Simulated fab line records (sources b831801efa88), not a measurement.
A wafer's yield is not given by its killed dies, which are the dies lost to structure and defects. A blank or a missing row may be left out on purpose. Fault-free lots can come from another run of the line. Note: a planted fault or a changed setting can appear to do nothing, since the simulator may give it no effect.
Problem report in the 8D (eight disciplines) form, filled by code | flow sky130 | the parts of the form that need people (team, actions taken, sign-off) are left out

== 1. WHAT IS WRONG ==
VT_ADJUST_LVTN_TW at SKY_VT_ADJUST_LVTN_TW_MEAS_10 reads a mean of 227.6 on 6 wafers of 2 lots; wafers without a fault read 242.4 with a standard deviation of 1.7. Relative to the usual mean, that is a shift of -8.7 standard deviations.
First seen on wafer L664.3, day 8 22:19, on film-metro-02. The record has a number at this step for 36 wafers belonging to 12 lots. By rule, "out" or "out of limits" means more than 4 standard deviations away from the usual mean. All remaining wafers that have a number are taken as sound.

== 2. WHAT IT IS, AND WHAT IT ISN'T ==
question                    | is                           | is not
which readings at this step | VT_ADJUST_LVTN_TW            | -
which lots                  | L664, L666                   | L658, L659, L665, L673, L674, L675, L676, L677, L678, L679
which wafers of those lots  | all that have a number       | -
read on which gauges        | film-metro-02, film-metro-03 | film-metro-04
when                        | from day 8 22:19             | up to then (6 sound wafers); but 24 sound wafers of L665, L673, L674, L675, L676, L677, L678, L679 came after

== 3. WHAT RULES OUT EACH SUSPECT ==
Counting: a tool at any process step up to the reading remains a suspect when it ran all the lots that are out and ran no sound lot after the first of those.
- the gauge at SKY_VT_ADJUST_LVTN_TW_MEAS_10: ruled out. Those wafers that are out were read across 2 gauges (film-metro-02, film-metro-03).
- implanter-04 at SKY_VT_ADJUST_LVTN_IMPLANT_08: ruled out as a lasting fault. Following L664 (day 8 22:06), the first lot on it that is out, the sound lots L674, L673, L675, L676, L679 were run on it.
Left after counting: nothing in the record.

== 4. THE CAUSE (what the simulator had put in) ==
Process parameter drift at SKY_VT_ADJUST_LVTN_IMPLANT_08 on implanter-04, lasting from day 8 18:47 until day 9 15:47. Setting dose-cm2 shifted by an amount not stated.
Counting ruled it out, wrongly: the rule takes a fault to strike every lot that its tool runs from its start on, and this one did not.

== 5. SEQUENCE OF EFFECTS, ordered by route ==
One row per reading whose mean, taken over the struck wafers that have a number, lies over 3 standard deviations from the usual. Readings are gone through only where the record gives a usual standard deviation; hours: the median, over the lots, of the time from a lot's start at the first step in this table giving one to that lot's start at this step; sigmas: the change measured in usual standard deviations.
hours | step                          | reading            | usual      | on struck wafers | change      | sigmas
0     | SKY_VT_ADJUST_LVTN_IMPLANT_08 | dose-ions-cm2      | 1.5701e+12 | 1.2592e+12       | -3.1085e+11 | -99 or more
0     | SKY_VT_ADJUST_LVTN_IMPLANT_08 | faraday-current-uA | 8.86       | 7.03             | -1.83       | -9.6
0     | SKY_VT_ADJUST_LVTN_TW_MEAS_10 | VT_ADJUST_LVTN_TW  | 242.4      | 227.6            | -14.8       | -8.7
Its process steps:
- SKY_VT_ADJUST_LVTN_IMPLANT_08

== 6. HOW IT WOULD HAVE BEEN CAUGHT EARLIER ==
Counted from the fault's start at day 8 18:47, it took 4 hours until the first out-of-limits reading at a measuring or inspecting step in this record, taken at day 8 22:19.
The tool's own readings at SKY_VT_ADJUST_LVTN_IMPLANT_08 were out on every struck wafer that the step has a row for (dose-ions-cm2, faraday-current-uA): an alarm limit on them would have fired on the first of those.
